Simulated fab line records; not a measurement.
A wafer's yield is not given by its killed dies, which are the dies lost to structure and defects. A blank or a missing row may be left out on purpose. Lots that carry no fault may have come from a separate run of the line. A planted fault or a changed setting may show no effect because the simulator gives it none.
The tool behind it: which one? ; flow sky130 ; 36 wafers from 12 lots sampled at 5 of the route's 708 steps

== WHAT THE GAUGES READ, wafer by wafer ==
SKY_VIA4_RS_MEAS_19: measurement is done with a four-point probe.
lot;measured;on;VIA4_W_RS (ohm/sq)
L148;day 44 02:25;filmMetro-04;0.2304 0.2319 0.2297
L149;day 44 13:47;filmMetro-02;0.2283 0.2273 0.2281
L151;day 44 16:27;filmMetro-02;0.2250 0.2274 0.2268
L153;day 45 13:49;filmMetro-02;0.2247 0.2237 0.2240
L154;day 45 15:41;filmMetro-03;0.2269 0.2292 0.2319
L155;day 45 20:59;filmMetro-04;0.2257 0.2276 0.2267
L156;day 46 06:45;filmMetro-04;0.2275 0.2266 0.2252
L157;day 46 20:58;filmMetro-04;0.2275 0.2273 0.2281
L158;day 46 21:18;filmMetro-03;0.2266 0.2271 0.2284
L160;day 47 10:36;filmMetro-02;0.2272 0.2285 0.2314
L166;day 48 13:45;filmMetro-04;0.2288 0.2288 0.2269
L169;day 48 22:33;filmMetro-03;0.2254 0.2287 0.2293

SKY_PASSIVATION_THK_MEAS_03.
lot;measured;on;PASSIVATION_CVD_02_THK (nm)
L148;day 45 02:31;filmMetro-03;537 547 549
L149;day 45 15:25;filmMetro-02;539 545 553
L151;day 45 18:18;filmMetro-02;529 537 543
L153;day 46 13:15;filmMetro-01;539 552 542
L154;day 46 14:38;filmMetro-01;528 543 538
L155;day 46 20:41;filmMetro-03;546 548 550
L156;day 47 05:07;filmMetro-02;545 541 553
L157;day 47 18:25;filmMetro-01;588 539 534
L158;day 47 18:38;filmMetro-02;533 541 540
L160;day 48 07:26;filmMetro-02;601 539 539
L166;day 49 10:04;filmMetro-01;535 549 543
L169;day 49 18:53;filmMetro-03;521 524 535

== EACH LOT AND THE TOOL THAT RAN IT (in order: tool; ch and the chambers of the sampled wafers; start) ==
lot;SKY_METAL4_DESCUM_15;SKY_PASSIVATION_CVD_00;SKY_PASSIVATION_CVD_02
L148;rieMetal-04 ch 0,1, day 43 05:26;pecvd-03 ch 0,2, day 45 02:11;pecvd-02 ch 0,1,2, day 45 02:16
L149;rieMetal-03 ch 0,1, day 43 16:44;pecvd-03 ch 0,1, day 45 15:05;pecvd-01 ch 1,2, day 45 15:11
L151;rieMetal-04 ch 0,1, day 43 20:11;pecvd-01 ch 1,2, day 45 18:00;pecvd-03 ch 1,2, day 45 18:05
L153;rieMetal-03 ch 0,1, day 44 11:33;pecvd-03 ch 0,2, day 46 12:55;pecvd-01 ch 0,1,2, day 46 13:00
L154;rieMetal-03 ch 0, day 44 13:38;pecvd-02 ch 1,2, day 46 14:20;pecvd-01 ch 0,1,2, day 46 14:25
L155;rieMetal-02 ch 0,1, day 44 19:53;pecvd-03 ch 0,1, day 46 20:22;pecvd-02 ch 1,2, day 46 20:27
L156;rieMetal-02 ch 0,1, day 45 05:53;pecvd-01 ch 0,1,2, day 47 04:49;pecvd-02 ch 0,2, day 47 04:53
L157;rieMetal-03 ch 0,1, day 45 12:17;pecvd-02 ch 0,1,2, day 47 17:59;pecvd-01 ch 0,1, day 47 18:04
L158;rieMetal-04 ch 1, day 45 21:53;pecvd-03 ch 1,2, day 47 18:19;pecvd-02 ch 0,1,2, day 47 18:23
L160;rieMetal-02 ch 0, day 46 11:44;pecvd-03 ch 1,2, day 48 07:07;pecvd-01 ch 0,2, day 48 07:12
L166;rieMetal-02 ch 0,1, day 47 16:53;pecvd-03 ch 1,2, day 49 09:45;pecvd-02 ch 0,1,2, day 49 09:50
L169;rieMetal-03 ch 0,1, day 48 00:47;pecvd-01 ch 0,1,2, day 49 18:35;pecvd-03 ch 0,1,2, day 49 18:40
- SKY_METAL4_DESCUM_15: chemistry O2, time 8 s.
- SKY_PASSIVATION_CVD_00: deposits SiO2, target thk 90 nm.
- SKY_PASSIVATION_CVD_02: deposits Si3N4, target thk 540 nm.

== AS READ BY THE TOOLS THEMSELVES (means over the sampled wafers that have a number; for cases with no such wafer, the mark the record gives instead) ==
SKY_METAL4_DESCUM_15.
lot;tool;drypumpMotorCurrentA (A);oesProductAu (a.u.)
L148;rieMetal-04;5.4;1.003
L149;rieMetal-03;5.1;1.008
L151;rieMetal-04;5.4;1.005
L153;rieMetal-03;5.2;0.994
L154;rieMetal-03;5.3;0.996
L155;rieMetal-02;5.7;1.006
L156;rieMetal-02;5.7;0.997
L157;rieMetal-03;5.2;1.005
L158;rieMetal-04;5.8;1.001
L160;rieMetal-02;4.9;1.004
L166;rieMetal-02;5.7;0.995
L169;rieMetal-03;5.0;0.996

SKY_PASSIVATION_CVD_00.
lot;tool;heaterPowerOuterW (W);heaterPowerW (W)
L148;pecvd-03;339;594
L149;pecvd-03;395;638
L151;pecvd-01;419;714
L153;pecvd-03;390;673
L154;pecvd-02;448;733
L155;pecvd-03;351;591
L156;pecvd-01;453;755
L157;pecvd-02;392;679
L158;pecvd-03;419;666
L160;pecvd-03;408;672
L166;pecvd-03;386;635
L169;pecvd-01;464;755

SKY_PASSIVATION_CVD_02.
lot;tool;heaterPowerOuterW (W);heaterPowerW (W)
L148;pecvd-02;431;709
L149;pecvd-01;489;813
L151;pecvd-03;468;717
L153;pecvd-01;481;789
L154;pecvd-01;437;726
L155;pecvd-02;492;809
L156;pecvd-02;425;700
L157;pecvd-01;499;825
L158;pecvd-02;414;719
L160;pecvd-01;479;796
L166;pecvd-02;406;683
L169;pecvd-03;414;677

== THE ANSWER, worked out from the rows above alone ==
Rule: the lots themselves supply what counts as usual. Put in order of their means at a reading, lots are off if they are a third of the lots or fewer, leave a main group of 4 or more, and stand apart from it by a gap of 3 or more times the standard deviation of the main group's means; of several such gaps the widest counts. The tables above print the reading to a certain number of digits; a main group whose means all agree to those digits is not used. Also off: a lot with no number at a reading for which 4 or more lots have one. The other lots that the step has rows for count as sound. The gauges are gone through in route order, then the tools' own readings, and for those a lot's mean is taken as printed above. The first step at which some lot is off is used, and at that step the reading that is off furthest; a lot without a number counts as furthest.
Across all readings shown, no lot is off: no conclusion can be drawn from this.

== WHAT WAS PUT IN BY THE SIMULATOR ==
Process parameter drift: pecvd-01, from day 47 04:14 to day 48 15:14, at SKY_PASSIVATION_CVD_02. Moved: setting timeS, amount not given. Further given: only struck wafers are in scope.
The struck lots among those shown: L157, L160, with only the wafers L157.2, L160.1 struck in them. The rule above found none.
